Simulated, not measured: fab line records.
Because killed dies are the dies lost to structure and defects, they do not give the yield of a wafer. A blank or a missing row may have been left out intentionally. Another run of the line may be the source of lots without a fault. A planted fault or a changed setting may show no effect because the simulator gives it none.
Which tool is to blame? ; flow sky130 ; 15 lots with 45 wafers sampled at 6 steps, on a route of 708 steps

## WHAT EACH GAUGE READ, for each wafer
SKY_SONOS_ONO_THK_MEAS_01.
lot;measured;on;SONOS_ONO_OXIDATION_THK (nm)
L352;day 11 16:53;filmMetro-01;2.56 2.46 2.54
L355;day 12 05:14;filmMetro-04;2.63 2.67 2.67
L354;day 12 12:38;filmMetro-01;2.66 2.61 2.54
L357;day 13 01:10;filmMetro-01;2.61 2.61 2.68
L359;day 13 15:22;filmMetro-02;2.62 2.61 2.64
L358;day 13 15:23;filmMetro-04;2.58 2.57 2.54
L362;day 14 13:49;filmMetro-01;2.50 2.47 2.58
L366;day 15 13:49;filmMetro-02;2.57 2.65 2.49
L367;day 16 04:41;filmMetro-01;2.70 2.67 2.62
L368;day 16 08:30;filmMetro-04;2.70 2.71 2.68
L370;day 17 03:55;filmMetro-02;2.56 2.59 2.54
L372;day 18 09:13;filmMetro-02;2.56 2.52 2.55
L373;day 19 08:06;filmMetro-01;2.67 2.63 2.63
L374;day 19 09:28;filmMetro-02;2.66 2.68 2.66
L375;day 19 10:50;filmMetro-01;2.62 2.57 2.60

SKY_LDD_N_TW_MEAS_17.
lot;measured;on;LDD_N_TW
L352;day 18 03:35;filmMetro-02;2590 2593 2611
L355;day 18 22:04;filmMetro-04;2608 2614 2610
L354;day 18 16:38;filmMetro-02;2590 2613 2589
L357;day 19 20:16;filmMetro-01;2617 2622 2620
L359;day 20 04:40;filmMetro-04;2613 2615 2610
L358;day 20 04:23;filmMetro-04;2623 2625 2628
L362;day 21 04:58;filmMetro-01;2615 2609 2622
L366;day 22 09:49;filmMetro-02;2588 2599 2598
L367;day 23 03:19;filmMetro-04;2609 2600 2595
L368;day 23 08:49;filmMetro-02;2613 2607 2612
L370;day 24 03:46;filmMetro-02;2615 2613 2617
L372;day 25 04:46;filmMetro-01;2618 2616 2611
L373;day 26 00:04;filmMetro-02;2589 2603 2592
L374;day 26 02:47;filmMetro-01;2635 2623 2627
L375;day 26 05:20;filmMetro-02;2591 2593 2585

SKY_LDD_P_TW_MEAS_11.
lot;measured;on;LDD_P_TW
L352;day 19 10:36;filmMetro-02;642 646 646
L355;day 20 04:20;filmMetro-03;642 644 642
L354;day 19 23:34;filmMetro-02;645 643 638
L357;day 21 02:26;filmMetro-03;30 30 30
L359;day 21 10:53;filmMetro-02;30 30 30
L358;day 21 10:45;filmMetro-02;30 30 30
L362;day 22 11:32;filmMetro-02;639 639 641
L366;day 23 15:35;filmMetro-04;638 640 639
L367;day 24 09:02;filmMetro-03;644 643 643
L368;day 24 15:23;filmMetro-04;641 646 644
L370;day 25 08:56;filmMetro-03;641 647 642
L372;day 26 10:44;filmMetro-03;642 637 640
L373;day 27 05:20;filmMetro-02;648 645 645
L374;day 27 07:30;filmMetro-04;643 642 641
L375;day 27 10:03;filmMetro-03;640 642 638

## EACH LOT AND THE TOOL THAT RAN IT (in order: tool; ch and the chambers of the sampled wafers; start)
lot;SKY_SONOS_ONO_STRIP_17;SKY_LDD_N_STRIP_16;SKY_LDD_P_STRIP_10
L352;plasmaAsher-03 ch 0,1, day 12 19:20;plasmaAsher-02 ch 0,1, day 18 03:30;plasmaAsher-01 ch 0,1, day 19 10:31
L355;plasmaAsher-01 ch 0,1, day 13 09:20;plasmaAsher-01 ch 0, day 18 21:58;plasmaAsher-04 ch 0,1, day 20 04:14
L354;plasmaAsher-01 ch 0,1, day 13 15:10;plasmaAsher-03 ch 0,1, day 18 16:33;plasmaAsher-01 ch 0,1, day 19 23:28
L357;plasmaAsher-01 ch 0,1, day 14 05:13;plasmaAsher-02 ch 0,1, day 19 20:10;plasmaAsher-04 ch 0,1, day 21 02:20
L359;plasmaAsher-02 ch 0,1, day 14 18:15;plasmaAsher-01 ch 0,1, day 20 04:34;plasmaAsher-03 ch 1, day 21 10:47
L358;plasmaAsher-03 ch 0,1, day 14 18:41;plasmaAsher-02 ch 0,1, day 20 04:18;plasmaAsher-04 ch 0,1, day 21 10:40
L362;plasmaAsher-03 ch 0,1, day 15 18:39;plasmaAsher-02 ch 0,1, day 21 04:52;plasmaAsher-04 ch 0,1, day 22 11:26
L366;plasmaAsher-02 ch 1, day 16 20:37;plasmaAsher-01 ch 0,1, day 22 09:43;plasmaAsher-01 ch 0,1, day 23 15:29
L367;plasmaAsher-02 ch 0,1, day 17 14:59;plasmaAsher-01 ch 0,1, day 23 03:13;plasmaAsher-01 ch 0,1, day 24 08:56
L368;plasmaAsher-02 ch 0,1, day 17 18:24;plasmaAsher-03 ch 0,1, day 23 08:43;plasmaAsher-03 ch 0,1, day 24 15:17
L370;plasmaAsher-02 ch 0,1, day 18 15:26;plasmaAsher-03 ch 0,1, day 24 03:40;plasmaAsher-04 ch 0, day 25 08:50
L372;plasmaAsher-02 ch 0,1, day 19 19:29;plasmaAsher-02 ch 0,1, day 25 04:40;plasmaAsher-04 ch 0,1, day 26 10:38
L373;plasmaAsher-01 ch 0, day 20 16:51;plasmaAsher-03 ch 1, day 25 23:58;plasmaAsher-01 ch 0, day 27 05:14
L374;plasmaAsher-03 ch 0,1, day 20 17:48;plasmaAsher-01 ch 0,1, day 26 02:40;plasmaAsher-01 ch 0,1, day 27 07:23
L375;plasmaAsher-03 ch 0,1, day 20 20:47;plasmaAsher-01 ch 0,1, day 26 05:15;plasmaAsher-01 ch 0,1, day 27 09:58
- SKY_SONOS_ONO_STRIP_17: strips in O2/N2.
- SKY_LDD_N_STRIP_16: strips in O2/N2.
- SKY_LDD_P_STRIP_10: strips in O2/N2.

## WHAT THE TOOLS THEMSELVES READ (means of the sampled wafers that have a number; where no wafer has one, the mark that the record gives instead)
SKY_SONOS_ONO_STRIP_17.
lot;tool;chamberPressureMTorr (mTorr);drypumpMotorCurrentA (A);oesProductAu (a.u.);stripTimeToEndpointS (s)
L352;plasmaAsher-03;1500;5.9;0.712;14.11
L355;plasmaAsher-01;1501;5.8;0.707;14.08
L354;plasmaAsher-01;1490;5.8;0.710;14.10
L357;plasmaAsher-01;1501;5.8;0.709;14.03
L359;plasmaAsher-02;1499;5.6;0.711;14.11
L358;plasmaAsher-03;1502;5.9;0.710;14.14
L362;plasmaAsher-03;1501;5.9;0.705;14.09
L366;plasmaAsher-02;1501;6.1;0.713;14.10
L367;plasmaAsher-02;1500;5.6;0.710;14.10
L368;plasmaAsher-02;1500;5.6;0.711;14.10
L370;plasmaAsher-02;1500;5.8;0.704;14.09
L372;plasmaAsher-02;1499;5.8;0.714;14.09
L373;plasmaAsher-01;1499;5.7;0.714;14.10
L374;plasmaAsher-03;1498;5.5;0.708;14.02
L375;plasmaAsher-03;1501;5.5;0.712;14.11

SKY_LDD_N_STRIP_16.
lot;tool;chamberPressureMTorr (mTorr);drypumpMotorCurrentA (A);oesProductAu (a.u.);stripTimeToEndpointS (s)
L352;plasmaAsher-02;1499.6;5.8;0.404;4.305
L355;plasmaAsher-01;1500.8;5.7;0.401;4.298
L354;plasmaAsher-03;1499.4;5.9;0.406;4.314
L357;plasmaAsher-02;-;-;-;-
L359;plasmaAsher-01;-;-;-;-
L358;plasmaAsher-02;-;-;-;-
L362;plasmaAsher-02;1500.8;5.8;0.406;4.302
L366;plasmaAsher-01;1498.9;5.8;0.410;4.312
L367;plasmaAsher-01;1499.7;5.8;0.410;4.317
L368;plasmaAsher-03;1499.2;5.9;0.402;4.322
L370;plasmaAsher-03;1499.5;5.9;0.407;4.303
L372;plasmaAsher-02;1499.1;5.6;0.403;4.315
L373;plasmaAsher-03;1500.7;5.2;0.405;4.309
L374;plasmaAsher-01;1501.0;5.8;0.408;4.311
L375;plasmaAsher-01;1500.4;5.8;0.405;4.307

SKY_LDD_P_STRIP_10.
lot;tool;chamberPressureMTorr (mTorr);drypumpMotorCurrentA (A);oesProductAu (a.u.);stripTimeToEndpointS (s)
L352;plasmaAsher-01;1498.8;5.8;0.715;14.18
L355;plasmaAsher-04;1500.5;5.7;0.714;14.20
L354;plasmaAsher-01;1501.7;5.8;0.715;14.16
L357;plasmaAsher-04;1500.8;5.7;0.718;18.75
L359;plasmaAsher-03;1499.9;5.2;0.716;18.82
L358;plasmaAsher-04;1500.4;5.7;0.715;18.66
L362;plasmaAsher-04;1500.4;5.7;0.715;14.15
L366;plasmaAsher-01;1500.8;5.8;0.714;14.19
L367;plasmaAsher-01;1500.5;5.8;0.716;14.19
L368;plasmaAsher-03;1500.0;5.9;0.713;14.20
L370;plasmaAsher-04;1498.2;5.7;0.722;14.09
L372;plasmaAsher-04;1500.7;5.7;0.714;14.10
L373;plasmaAsher-01;1500.7;5.7;0.716;14.14
L374;plasmaAsher-01;1498.9;5.8;0.714;14.14
L375;plasmaAsher-01;1500.2;5.8;0.723;14.13

## THE ANSWER, worked out from the rows above alone
Rule: what is usual is taken from the lots themselves. Put in order of their means at a reading, lots are off if they are a third of the lots or fewer, leave a main group of 4 or more, and stand apart from it by a gap of 3 or more times the standard deviation of the main group's means; of several such gaps the widest counts. The tables above print the reading to a certain number of digits; a main group whose means all agree to those digits is not used. A lot without any number at a reading at which 4 lots or more have one is off too. The other lots that the step has rows for count as sound. The gauges are gone through in route order, then the tools' own readings, and for those a lot's mean is taken as printed above. At the first step where some lot is off, the reading lying furthest off is the one used; lots without a number count as furthest.
Off: at SKY_LDD_P_TW_MEAS_11 (LDD_P_TW), L357, L359, L358. For the main group the mean is 642 and the standard deviation 2.1.
A tool fits if, at a process step before that reading, it ran every lot that is off, and no sound lot after the first of them. Not tried: the gauges at SKY_LDD_P_TW_MEAS_11; whatever is off there is also off at SKY_LDD_N_STRIP_16, on other tools, and gauge error can't account for it. No candidate that was tried fits.

## WHAT THE SIMULATOR PUT IN
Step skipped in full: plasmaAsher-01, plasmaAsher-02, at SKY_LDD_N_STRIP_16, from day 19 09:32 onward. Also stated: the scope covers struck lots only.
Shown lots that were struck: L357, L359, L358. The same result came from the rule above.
